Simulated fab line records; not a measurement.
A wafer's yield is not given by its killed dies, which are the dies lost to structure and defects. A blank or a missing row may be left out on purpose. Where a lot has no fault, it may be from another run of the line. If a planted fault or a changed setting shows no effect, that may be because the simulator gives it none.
Which tool was responsible? -- flow gf180mcu -- 15 lots, 45 wafers sampled, at 4 steps of a route of 602

WHAT EACH GAUGE READ, for each wafer
GF_M2_CD_MEAS_14 targets a cd of 280 nm.
lot,measured,on,cd_nm (nm)
L256,day 19 07:55,cd_sem-02,279.6 279.9 278.3
L258,day 20 03:19,cd_sem-02,280.2 279.9 278.8
L259,day 20 11:25,cd_sem-01,279.0 279.5 280.4
L261,day 21 03:55,cd_sem-01,281.1 281.1 280.2
L262,day 21 21:43,cd_sem-01,281.4 279.1 280.2
L263,day 22 10:05,cd_sem-02,281.4 280.3 281.1
L264,day 22 13:56,cd_sem-01,280.8 280.2 280.5
L267,day 23 07:50,cd_sem-01,279.9 279.8 280.1
L268,day 23 16:32,cd_sem-02,281.1 281.1 279.8
L269,day 24 05:25,cd_sem-01,279.6 278.7 279.5
L270,day 24 16:07,cd_sem-02,281.4 280.5 280.3
L272,day 24 23:53,cd_sem-01,280.0 279.8 280.1
L276,day 26 13:32,cd_sem-02,280.0 279.4 279.6
L278,day 26 23:25,cd_sem-01,278.0 277.2 278.2
L279,day 27 06:14,cd_sem-02,280.9 281.4 280.4

WHAT TOOL EACH LOT RAN ON (gives the tool, then ch and the chambers of the sampled wafers, and finally the start)
lot,GF_HV_LDD_PEB_44,GF_V1_CVD_23,GF_M2_SPUTTER_03
L256,"litho_track-03 ch 0, day 12 08:44","cvd_w-01 ch 1, day 18 07:07","pvd_sputter-03, day 18 07:59"
L258,"litho_track-02 ch 0, day 13 02:52","cvd_w-02 ch 0, day 19 02:08","pvd_sputter-02, day 19 02:53"
L259,"litho_track-01 ch 0, day 13 09:38","cvd_w-01 ch 0,1, day 19 10:35","pvd_sputter-03, day 19 11:20"
L261,"litho_track-03 ch 0, day 14 00:41","cvd_w-02 ch 0,1, day 20 03:16","pvd_sputter-03, day 20 04:01"
L262,"litho_track-03 ch 0, day 14 14:20","cvd_w-02 ch 0,1, day 20 20:38","pvd_sputter-02, day 20 21:23"
L263,"litho_track-02 ch 0, day 15 04:17","cvd_w-01 ch 0,1, day 21 10:02","pvd_sputter-03, day 21 10:47"
L264,"litho_track-02 ch 0, day 15 06:17","cvd_w-02 ch 0,1, day 21 13:49","pvd_sputter-02, day 21 14:34"
L267,"litho_track-02, day 16 00:50","cvd_w-01 ch 0,1, day 22 08:20","pvd_sputter-01, day 22 09:05"
L268,"litho_track-03, day 16 08:27","cvd_w-01 ch 0,1, day 22 16:49","pvd_sputter-01, day 22 17:34"
L269,"litho_track-02, day 16 20:52","cvd_w-01 ch 0,1, day 23 06:37","pvd_sputter-02, day 23 07:22"
L270,"litho_track-03 ch 0, day 17 06:49","cvd_w-01 ch 0,1, day 23 17:08","pvd_sputter-01, day 23 17:53"
L272,"litho_track-02 ch 0, day 17 16:32","cvd_w-02 ch 0,1, day 24 01:05","pvd_sputter-03, day 24 01:50"
L276,"litho_track-03 ch 0, day 19 11:51","cvd_w-02 ch 1, day 25 16:29","pvd_sputter-02, day 25 17:14"
L278,"litho_track-02 ch 0, day 19 22:28","cvd_w-02 ch 0,1, day 26 01:16","pvd_sputter-02, day 26 01:59"
L279,"litho_track-02 ch 0, day 20 05:41","cvd_w-01 ch 0,1, day 26 09:05","pvd_sputter-02, day 26 09:50"
- GF_HV_LDD_PEB_44
- GF_V1_CVD_23: deposits W, target thk 350 nm, time 105.05 s.
- GF_M2_SPUTTER_03: material Ti, target thk 10 nm, time 6.7 s.

WHAT THE TOOLS THEMSELVES READ (means of the sampled wafers that have a number; where no wafer has one, the mark that the record gives instead)
GF_HV_LDD_PEB_44.
lot,tool,exhaust_pa (Pa)
L256,litho_track-03,45.7
L258,litho_track-02,45.2
L259,litho_track-01,45.9
L261,litho_track-03,46.2
L262,litho_track-03,45.2
L263,litho_track-02,45.0
L264,litho_track-02,44.6
L267,litho_track-02,-
L268,litho_track-03,-
L269,litho_track-02,-
L270,litho_track-03,45.3
L272,litho_track-02,45.4
L276,litho_track-03,45.6
L278,litho_track-02,45.1
L279,litho_track-02,45.8

GF_V1_CVD_23.
lot,tool,heater_power_w (W)
L256,cvd_w-01,861
L258,cvd_w-02,815
L259,cvd_w-01,849
L261,cvd_w-02,757
L262,cvd_w-02,758
L263,cvd_w-01,853
L264,cvd_w-02,717
L267,cvd_w-01,857
L268,cvd_w-01,862
L269,cvd_w-01,843
L270,cvd_w-01,837
L272,cvd_w-02,767
L276,cvd_w-02,645
L278,cvd_w-02,763
L279,cvd_w-01,850

GF_M2_SPUTTER_03.
lot,tool,throttle_valve_pct (%)
L256,pvd_sputter-03,29.7
L258,pvd_sputter-02,29.7
L259,pvd_sputter-03,28.6
L261,pvd_sputter-03,29.1
L262,pvd_sputter-02,29.9
L263,pvd_sputter-03,29.9
L264,pvd_sputter-02,29.5
L267,pvd_sputter-01,29.5
L268,pvd_sputter-01,29.0
L269,pvd_sputter-02,29.3
L270,pvd_sputter-01,30.4
L272,pvd_sputter-03,29.4
L276,pvd_sputter-02,30.0
L278,pvd_sputter-02,30.4
L279,pvd_sputter-02,29.3

THE ANSWER, worked out from the rows above alone
Rule: usual is defined by the lots themselves. Put in order of their means at a reading, lots are off if they are a third of the lots or fewer, leave a main group of 4 or more, and stand apart from it by a gap of 3 or more times the standard deviation of the main group's means; of several such gaps the widest counts. The tables above print the reading to a certain number of digits; a main group whose means all agree to those digits is not used. A lot without any number at a reading at which 4 lots or more have one is off too. Where the step has rows for the other lots, those lots are counted as sound. The gauges are gone through in route order, then the tools' own readings, and for those a lot's mean is taken as printed above. The first step at which some lot is off is used, and at that step the reading that is off furthest; a lot without a number counts as furthest.
Off: L267, L268, L269, at GF_HV_LDD_PEB_44 (exhaust_pa). Without a number there: L267, L268, L269. Main group: mean 45.4 Pa, sd 0.42.
If a tool, at that step or one of the process steps before it, ran each lot that is off and ran no sound lot following the first of them, it fits. Of those tried, none fits.

WHAT THE SIMULATOR PUT IN
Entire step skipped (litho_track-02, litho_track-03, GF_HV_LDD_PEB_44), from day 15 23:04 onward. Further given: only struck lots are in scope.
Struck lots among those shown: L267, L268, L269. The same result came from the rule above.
